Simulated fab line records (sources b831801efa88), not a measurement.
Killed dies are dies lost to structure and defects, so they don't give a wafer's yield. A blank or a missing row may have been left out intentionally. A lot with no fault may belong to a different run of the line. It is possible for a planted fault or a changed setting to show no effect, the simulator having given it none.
Which tool was responsible? -- flow sky130 -- Sampling: 12 lots, 36 wafers, 5 of 708 route steps

## WHAT THE GAUGES SHOWED, per wafer
SKY_VIA3_OVL_MEAS_13.
lot,measured,on,VIA3_OVL (nm)
L173,day 39 17:42,overlay-02,-7 1 -4
L174,day 40 10:15,overlay-02,-2 -7 -5
L179,day 42 07:23,overlay-02,-9 -8 -9
L180,day 42 09:12,overlay-01,0 -2 -6
L183,day 43 02:45,overlay-02,-2 0 -2
L188,day 44 10:43,overlay-02,-3 -6 -4
L187,day 44 13:45,overlay-02,-4 -8 -3
L191,day 45 02:40,overlay-02,-10 -11 -15
L193,day 45 14:42,overlay-01,-10 -11 -17
L192,day 45 18:57,overlay-02,1 -3 -3
L195,day 46 00:33,overlay-02,-1 -4 0
L194,day 46 01:51,overlay-01,-3 -7 -9

SKY_VIA3_THK_MEAS_23: measures by xrf.
lot,measured,on,VIA3_W_THK (nm)
L173,day 39 18:47,film metro-02,385 377 382
L174,day 40 11:17,film metro-04,394 389 385
L179,day 42 08:32,film metro-02,384 386 388
L180,day 42 10:14,film metro-02,389 371 386
L183,day 43 03:50,film metro-02,386 377 389
L188,day 44 11:47,film metro-02,381 384 388
L187,day 44 14:50,film metro-01,382 383 388
L191,day 45 03:43,film metro-02,389 394 389
L193,day 45 15:44,film metro-02,393 397 397
L192,day 45 20:01,film metro-01,387 385 383
L195,day 46 01:35,film metro-02,383 386 389
L194,day 46 02:55,film metro-01,389 393 386

SKY_PASSIVATION_THK_MEAS_03.
lot,measured,on,PASSIVATION_CVD_02_THK (nm)
L173,day 43 22:38,film metro-01,531 536 547
L174,day 44 13:47,film metro-04,530 533 547
L179,day 46 06:24,film metro-04,531 540 550
L180,day 46 06:42,film metro-04,540 531 532
L183,day 46 21:56,film metro-02,534 537 551
L188,day 48 02:29,film metro-02,542 534 533
L187,day 48 05:51,film metro-01,534 538 542
L191,day 48 17:43,film metro-02,620 631 631
L193,day 49 03:34,film metro-01,624 633 629
L192,day 49 07:18,film metro-02,622 633 630
L195,day 49 12:23,film metro-01,539 548 536
L194,day 49 14:45,film metro-01,545 543 553

## TOOL THAT RAN EACH LOT (tool first, then ch and the chambers of the sampled wafers, then the start)
lot,SKY_VIA3_STRIP_16,SKY_PASSIVATION_CVD_02
L173,"plasma asher-03 ch 0,1, day 39 17:50","pecvd-03 ch 0,1, day 43 22:25"
L174,"plasma asher-04 ch 0,1, day 40 10:23","pecvd-02 ch 0,1,2, day 44 13:33"
L179,"plasma asher-02 ch 0,1, day 42 07:32","pecvd-01 ch 1,2, day 46 06:11"
L180,"plasma asher-03 ch 0,1, day 42 09:20","pecvd-02 ch 0,1,2, day 46 06:29"
L183,"plasma asher-02 ch 0,1, day 43 02:53","pecvd-01 ch 0,2, day 46 21:43"
L188,"plasma asher-03 ch 0,1, day 44 10:50","pecvd-03 ch 0,1,2, day 48 02:16"
L187,"plasma asher-03 ch 0,1, day 44 13:55","pecvd-02 ch 0,1,2, day 48 05:36"
L191,"plasma asher-04 ch 0,1, day 45 02:47","pecvd-02 ch 1,2, day 48 17:29"
L193,"plasma asher-04 ch 0, day 45 14:50","pecvd-02 ch 1,2, day 49 03:20"
L192,"plasma asher-04 ch 1, day 45 19:05","pecvd-02 ch 1,2, day 49 07:04"
L195,"plasma asher-03 ch 0,1, day 46 00:43","pecvd-03 ch 0,2, day 49 12:08"
L194,"plasma asher-02 ch 0,1, day 46 01:59","pecvd-03 ch 0,1, day 49 14:32"
- SKY_VIA3_STRIP_16: strips in O2/N2.
- SKY_PASSIVATION_CVD_02: deposits Si3N4, target thk 540 nm.

## AS READ BY THE TOOLS THEMSELVES (means over the sampled wafers that have a number; for cases with no such wafer, the mark the record gives instead)
SKY_VIA3_STRIP_16.
lot,tool,drypump motor current A (A),oes product au (a.u.),strip time to endpoint s (s)
L173,plasma asher-03,5.3,0.410,4.165
L174,plasma asher-04,6.0,0.404,4.168
L179,plasma asher-02,5.7,0.403,4.141
L180,plasma asher-03,5.4,0.400,4.136
L183,plasma asher-02,5.7,0.409,4.131
L188,plasma asher-03,5.4,0.405,4.150
L187,plasma asher-03,5.3,0.400,4.121
L191,plasma asher-04,5.7,0.402,4.158
L193,plasma asher-04,5.3,0.401,4.134
L192,plasma asher-04,6.4,0.400,4.113
L195,plasma asher-03,5.4,0.403,4.156
L194,plasma asher-02,5.7,0.404,4.145

SKY_PASSIVATION_CVD_02.
lot,tool,heater power outer w (W),heater power w (W)
L173,pecvd-03,436,731
L174,pecvd-02,429,749
L179,pecvd-01,357,618
L180,pecvd-02,402,720
L183,pecvd-01,473,791
L188,pecvd-03,406,713
L187,pecvd-02,449,775
L191,pecvd-02,426,777
L193,pecvd-02,480,824
L192,pecvd-02,450,788
L195,pecvd-03,450,757
L194,pecvd-03,449,760

## THE ANSWER, worked out from the rows above alone
Rule: usual is defined by the lots themselves. The widest of any qualifying gaps counts: lots, ordered by their means at a reading, are off when they make up no more than a third of the lots, leave a main group of 4 or more, and stand apart from it by 3 or more times the standard deviation of that group's means. A main group is skipped when, at the precision printed for the reading in the tables above, its means are all equal. Also off: a lot with no number at a reading for which 4 or more lots have one. Where the step has rows for the other lots, those lots are counted as sound. First the gauges in route order, then the tools' own readings, where a lot's mean is used as printed above. At the first step where some lot is off, the reading lying furthest off is the one used; lots without a number count as furthest.
Off: at SKY_PASSIVATION_THK_MEAS_03 (PASSIVATION_CVD_02_THK), L191, L193, L192. Main group: mean 539 nm, sd 3.5.
If a tool, at a process step before that reading, ran all the lots that are off and no sound lot after the first of them, it fits. Gauges at SKY_PASSIVATION_THK_MEAS_03: tried the same way as those tools. Can't be told from this: 2 tools fit, plasma asher-04 at SKY_VIA3_STRIP_16, pecvd-02 at SKY_PASSIVATION_CVD_02.

## WHAT HAD BEEN PUT IN BY THE SIMULATOR
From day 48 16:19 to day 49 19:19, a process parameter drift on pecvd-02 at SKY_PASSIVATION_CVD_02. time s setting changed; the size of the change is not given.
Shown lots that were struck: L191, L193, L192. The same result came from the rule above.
